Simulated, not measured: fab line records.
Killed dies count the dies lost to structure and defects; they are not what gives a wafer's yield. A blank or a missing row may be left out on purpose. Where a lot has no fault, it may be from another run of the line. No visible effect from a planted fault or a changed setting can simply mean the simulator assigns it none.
fab line records -- flow sky130
[record] lots = 11, wafers = 33, lastDay = 48
route steps=708 shown NWELL@81 VT_ADJUST_HVTP@94 VT_ADJUST_LVTN@107 VT_ADJUST_NCORE@130
lots that met no fault: taken from a fault-free run of the same line
startH: hours from the record's first day to the start of the lot's first wafer shown -- waitH: hours elapsed since this lot's preceding step -- " as in the row above -- L1.1+2: one row covering several wafers at once -- - value missing, or start not given -- * or withheld: withheld -- < > ~ a bound
route shown NAME@n: a module of which the file shows steps, and the number in the route of the first -- usual: mean and standard deviation over wafers with no fault -- same: alike in all rows -- chamber/n: place in a boat -- sites: each site's reading -- _std_site: the standard deviation of these -- _edge_site: the outer-site mean with the inner-site mean subtracted -- radiusMm: for every site, how far away it sits from the centre of the wafer -- mask NAME#n: copy n -- behind: tool/chamber where the wafer was last shaped -- hold: the reason the lot was held/the length of the hold in hours/how it ended -- device: names the non-switching transistor (n, p or np) -- end of line: at the end of the route, the tests of the same wafers -- a step given without rows: its recipe and nothing more -- killed: the dies lost at the first sort to structure and to defects; this is not the yield of the wafer -- map: dies across one wafer; x = killed, . = not, _ = none there
set.NAME: the setting that was run; set.NAME@STEP: the one run at that earlier step -- model.NAME: the simulator's own value behind a step, which no gauge read
the route's steps for a sample of lots (tables are steps, rows are wafers)
services: a tool's chamber out of use, with start hour (startH, from the record's first day; less than 0 if before it), hours out, and reason
[[steps]]
[step SKY_NWELL_RTA_28]
[recipe] tempC = 1050, timeS = 30, idleTempC = 650, rampUpCPerS = 150, rampDownCPerS = 90, ambient = N2
[usual] chamberO2Ppm = 2.001/0.023, lampPowerPct = 25.30/0.057, wafer_temp_C_max = 1054.9/1.1
lot.wafer,tool,chamber,startH,waitH,chamberO2Ppm,lampPowerPct,wafer_temp_C_max
L759.2,rtpAnneal-02,0,108.99,0.0,2.032,25.36,1055.5
L759.3,rtpAnneal-02,0,108.99,0.0,2.041,25.22,1056.3
L759.4,rtpAnneal-02,0,108.99,0.0,2.035,25.32,1054.8
L760.4,rtpAnneal-02,0,114.17,0.1,2.001,25.19,1053.7
L760.5,rtpAnneal-02,0,114.17,0.1,2.047,25.24,1054.6
L760.6,rtpAnneal-02,0,114.17,0.1,1.971,25.31,1056.0
L761.1,rtpAnneal-01,0,121.12,0.0,2.007,25.35,1054.1
L761.2,rtpAnneal-01,0,121.12,0.0,1.982,25.37,1055.1
L761.4,rtpAnneal-01,0,121.12,0.0,1.969,25.29,1055.7
L762.1,rtpAnneal-02,0,123.02,0.0,2.000,25.30,1054.9
L762.2,rtpAnneal-02,0,123.02,0.0,1.987,25.30,1053.7
L762.5,rtpAnneal-02,0,123.02,0.0,1.999,25.27,1054.1
L763.1,rtpAnneal-01,0,130.94,0.0,2.035,25.38,1054.8
L763.2,rtpAnneal-01,0,130.94,0.0,2.037,25.32,1054.8
L763.3,rtpAnneal-01,0,130.94,0.0,1.988,25.29,1056.8
L764.2,rtpAnneal-02,0,135.39,0.0,2.030,25.37,1055.5
L764.3,rtpAnneal-02,0,135.39,0.0,2.043,25.27,1056.4
L764.6,rtpAnneal-02,0,135.39,0.0,2.026,25.39,1055.4
L765.1,rtpAnneal-02,0,143.63,0.0,2.038,25.25,1054.7
L765.3,rtpAnneal-02,0,143.63,0.0,2.026,25.34,1054.9
L765.6,rtpAnneal-02,0,143.63,0.0,2.022,25.33,1055.0
L768.1,rtpAnneal-02,0,158.67,0.0,1.984,25.35,1057.2
L768.2,rtpAnneal-02,0,158.67,0.0,2.020,25.31,1057.5
L768.3,rtpAnneal-02,0,158.67,0.0,2.018,25.30,1053.0
L769.3,rtpAnneal-01,0,163.50,0.0,1.982,25.37,1054.3
L769.5,rtpAnneal-01,0,163.50,0.0,1.964,25.32,1053.8
L769.6,rtpAnneal-01,0,163.50,0.0,2.012,25.33,1054.7
L770.1,rtpAnneal-01,0,167.22,0.0,2.010,25.25,1054.0
L770.2,rtpAnneal-01,0,167.22,0.0,2.035,25.36,1053.6
L770.5,rtpAnneal-01,0,167.22,0.0,2.026,25.38,1055.4
L771.1,rtpAnneal-02,0,176.72,0.0,1.963,25.45,1057.8
L771.2,rtpAnneal-02,0,176.72,0.0,1.979,25.36,1054.6
L771.5,rtpAnneal-02,0,176.72,0.0,1.999,25.33,1055.3
[step SKY_VT_ADJUST_HVTP_IMPLANT_09]
[recipe] species = As, energyKev = 150, doseCm2 = 4.3e+12, tiltDeg = withheld
[usual] beamEnergyKeV = 150.00/0.045, implantIonAmu = 75/0
lot.wafer,tool,chamber,startH,waitH,beamEnergyKeV,implantIonAmu
L759.2,implanter-01,0,127.85,0.0,150.00,75
L759.3,implanter-01,0,127.85,0.0,149.92,75
L759.4,implanter-01,0,127.85,0.0,149.99,75
L760.4,implanter-03,0,132.20,0.1,149.92,75
L760.5,implanter-03,0,132.20,0.1,150.03,75
L760.6,implanter-03,0,132.20,0.1,149.99,75
L761.1,implanter-01,0,140.08,0.0,150.06,75
L761.2,implanter-01,0,140.08,0.0,150.00,75
L761.4,implanter-01,0,140.08,0.0,150.01,75
L762.1,implanter-03,0,142.18,0.0,150.05,75
L762.2,implanter-03,0,142.18,0.0,150.03,75
L762.5,implanter-03,0,142.18,0.0,150.09,75
L763.1,implanter-01,0,150.23,0.0,150.06,75
L763.2,implanter-01,0,150.23,0.0,150.10,75
L763.3,implanter-01,0,150.23,0.0,150.11,75
L764.2,implanter-03,0,155.40,0.0,149.97,75
L764.3,implanter-03,0,155.40,0.0,150.02,75
L764.6,implanter-03,0,155.40,0.0,149.95,75
L765.1,implanter-03,0,163.53,0.0,149.99,75
L765.3,implanter-03,0,163.53,0.0,150.03,75
L765.6,implanter-03,0,163.53,0.0,150.08,75
L768.1,implanter-01,0,178.28,0.0,150.01,31
L768.2,implanter-01,0,178.28,0.0,149.94,31
L768.3,implanter-01,0,178.28,0.0,150.01,31
L769.3,implanter-01,0,183.58,0.1,150.05,31
L769.5,implanter-01,0,183.58,0.1,150.04,31
L769.6,implanter-01,0,183.58,0.1,150.02,31
L770.1,implanter-03,0,187.90,0.0,150.01,31
L770.2,implanter-03,0,187.90,0.0,149.96,31
L770.5,implanter-03,0,187.90,0.0,150.04,31
L771.1,implanter-01,0,197.43,0.0,150.02,31
L771.2,implanter-01,0,197.43,0.0,149.95,31
L771.5,implanter-01,0,197.43,0.0,149.95,31
[step SKY_VT_ADJUST_HVTP_TW_MEAS_11]
[usual] VT_ADJUST_HVTP_TW = 1371/7.1
lot.wafer,tool,chamber,startH,waitH,VT_ADJUST_HVTP_TW
L759.2,filmMetro-01,-,128.09,0.1,1372
L759.3,filmMetro-01,-,128.09,0.1,1372
L759.4,filmMetro-01,-,128.09,0.1,1370
L760.4,filmMetro-01,-,132.41,0.1,1366
L760.5,filmMetro-01,-,132.41,0.1,1375
L760.6,filmMetro-01,-,132.41,0.1,1367
L761.1,filmMetro-01,-,140.33,0.1,1372
L761.2,filmMetro-01,-,140.33,0.1,1368
L761.4,filmMetro-01,-,140.33,0.1,1368
L762.1,filmMetro-02,-,142.43,0.1,1374
L762.2,filmMetro-02,-,142.43,0.1,1380
L762.5,filmMetro-02,-,142.43,0.1,1373
L763.1,filmMetro-03,-,150.48,0.1,1363
L763.2,filmMetro-03,-,150.48,0.1,1356
L763.3,filmMetro-03,-,150.48,0.1,1366
L764.2,filmMetro-03,-,155.64,0.1,1363
L764.3,filmMetro-03,-,155.64,0.1,1363
L764.6,filmMetro-03,-,155.64,0.1,1373
L765.1,filmMetro-01,-,163.78,0.1,1372
L765.3,filmMetro-01,-,163.78,0.1,1375
L765.6,filmMetro-01,-,163.78,0.1,1374
L768.1,filmMetro-03,-,178.57,0.1,958
L768.2,filmMetro-03,-,178.57,0.1,958
L768.3,filmMetro-03,-,178.57,0.1,958
L769.3,filmMetro-02,-,183.80,0.1,966
L769.5,filmMetro-02,-,183.80,0.1,965
L769.6,filmMetro-02,-,183.80,0.1,967
L770.1,filmMetro-01,-,188.15,0.1,965
L770.2,filmMetro-01,-,188.15,0.1,966
L770.5,filmMetro-01,-,188.15,0.1,965
L771.1,filmMetro-02,-,197.68,0.1,967
L771.2,filmMetro-02,-,197.68,0.1,965
L771.5,filmMetro-02,-,197.68,0.1,967
[step SKY_VT_ADJUST_LVTN_TW_MEAS_10]
[usual] VT_ADJUST_LVTN_TW = 243.9/1.7
lot.wafer,tool,chamber,startH,waitH,VT_ADJUST_LVTN_TW
L759.2,filmMetro-01,-,147.02,0.1,244.6
L759.3,filmMetro-01,-,147.02,0.1,245.1
L759.4,filmMetro-01,-,147.02,0.1,245.2
L760.4,filmMetro-04,-,151.74,0.1,244.2
L760.5,filmMetro-04,-,151.74,0.1,242.6
L760.6,filmMetro-04,-,151.74,0.1,240.7
L761.1,filmMetro-04,-,160.11,0.1,241.7
L761.2,filmMetro-04,-,160.11,0.1,241.6
L761.4,filmMetro-04,-,160.11,0.1,241.9
L762.1,filmMetro-04,-,161.92,0.1,241.7
L762.2,filmMetro-04,-,161.92,0.1,242.7
L762.5,filmMetro-04,-,161.92,0.1,241.8
L763.1,filmMetro-01,-,170.11,0.1,244.2
L763.2,filmMetro-01,-,170.11,0.1,244.1
L763.3,filmMetro-01,-,170.11,0.1,244.8
L764.2,filmMetro-02,-,174.93,0.1,244.7
L764.3,filmMetro-02,-,174.93,0.1,244.2
L764.6,filmMetro-02,-,174.93,0.1,245.2
L765.1,filmMetro-01,-,183.71,0.1,245.1
L765.3,filmMetro-01,-,183.71,0.1,244.9
L765.6,filmMetro-01,-,183.71,0.1,245.4
L768.1,filmMetro-02,-,199.72,0.1,244.2
L768.2,filmMetro-02,-,199.72,0.1,243.7
L768.3,filmMetro-02,-,199.72,0.1,245.0
L769.3,filmMetro-01,-,205.58,0.1,244.9
L769.5,filmMetro-01,-,205.58,0.1,244.6
L769.6,filmMetro-01,-,205.58,0.1,242.4
L770.1,filmMetro-01,-,210.01,0.1,245.1
L770.2,filmMetro-01,-,210.01,0.1,243.6
L770.5,filmMetro-01,-,210.01,0.1,244.7
L771.1,filmMetro-01,-,219.61,0.1,244.1
L771.2,filmMetro-01,-,219.61,0.1,245.1
L771.5,filmMetro-01,-,219.61,0.1,243.2
[step SKY_VT_ADJUST_NCORE_TW_MEAS_11]
[usual] VT_ADJUST_NCORE_TW = 221.1/1.4
lot.wafer,tool,chamber,startH,waitH,VT_ADJUST_NCORE_TW
L759.2,filmMetro-01,-,187.87,0.1,223.0
L759.3,filmMetro-01,-,187.87,0.1,222.6
L759.4,filmMetro-01,-,187.87,0.1,221.9
L760.4,filmMetro-01,-,191.57,0.1,221.9
L760.5,filmMetro-01,-,191.57,0.1,221.9
L760.6,filmMetro-01,-,191.57,0.1,221.2
L761.1,filmMetro-01,-,200.73,0.1,223.4
L761.2,filmMetro-01,-,200.73,0.1,221.6
L761.4,filmMetro-01,-,200.73,0.1,221.0
L762.1,filmMetro-04,-,203.38,0.1,219.2
L762.2,filmMetro-04,-,203.38,0.1,219.0
L762.5,filmMetro-04,-,203.38,0.1,218.0
L763.1,filmMetro-01,-,212.58,0.1,219.7
L763.2,filmMetro-01,-,212.58,0.1,221.2
L763.3,filmMetro-01,-,212.58,0.1,221.7
L764.2,filmMetro-01,-,218.39,0.1,220.4
L764.3,filmMetro-01,-,218.39,0.1,219.6
L764.6,filmMetro-01,-,218.39,0.1,220.8
L765.1,filmMetro-01,-,227.88,0.1,223.0
L765.3,filmMetro-01,-,227.88,0.1,221.5
L765.6,filmMetro-01,-,227.88,0.1,222.9
L768.1,filmMetro-04,-,244.93,0.1,221.2
L768.2,filmMetro-04,-,244.93,0.1,220.9
L768.3,filmMetro-04,-,244.93,0.1,220.6
L769.3,filmMetro-03,-,251.31,0.1,218.6
L769.5,filmMetro-03,-,251.31,0.1,220.9
L769.6,filmMetro-03,-,251.31,0.1,219.9
L770.1,filmMetro-03,-,256.88,0.1,219.7
L770.2,filmMetro-03,-,256.88,0.1,220.1
L770.5,filmMetro-03,-,256.88,0.1,218.8
L771.1,filmMetro-04,-,267.53,0.1,219.7
L771.2,filmMetro-04,-,267.53,0.1,217.9
L771.5,filmMetro-04,-,267.53,0.1,218.6
[[services]]
tool,chamber,startH,hours,kind
implanter-03,-,92.28,3.6,repair
implanter-01,-,93.83,2.9,repair
implanter-03,-,149.89,3.7,repair
[[key]]
[firstSign] step = SKY_VT_ADJUST_HVTP_IMPLANT_09, reading = implantIonAmu, direction = down, sigmas = 99+, usual = 75, struck = 31
[effect] step = SKY_VT_ADJUST_HVTP_TW_MEAS_11, reading = VT_ADJUST_HVTP_TW, direction = down, sigmas = 57, usual = 1371, struck = 964
metAt SKY_VT_ADJUST_HVTP_IMPLANT_09
struckLots L768,L769,L770,L771
testerLeftOut L768,L769,L770,L771
notActingAt SKY_NWELL_RTA_28,SKY_VT_ADJUST_LVTN_TW_MEAS_10,SKY_VT_ADJUST_NCORE_TW_MEAS_11
onsetBetween 163.53 178.28
[fault] kind = wrongRecipeDownload, tool = implanter-01,implanter-03,implanter-04, chamber = -, onsetH = 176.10, steps = SKY_VT_ADJUST_HVTP_IMPLANT_09, wrongRecipe.notListed = 1
// testerLeftOut: of these lots the tester's yield and bins aren't shown, on N5 and GAA mostly nor the transistor test; their killed dies are dies lost to structure and defects alone, not to doping, threshold or leakage, so they don't give the yield
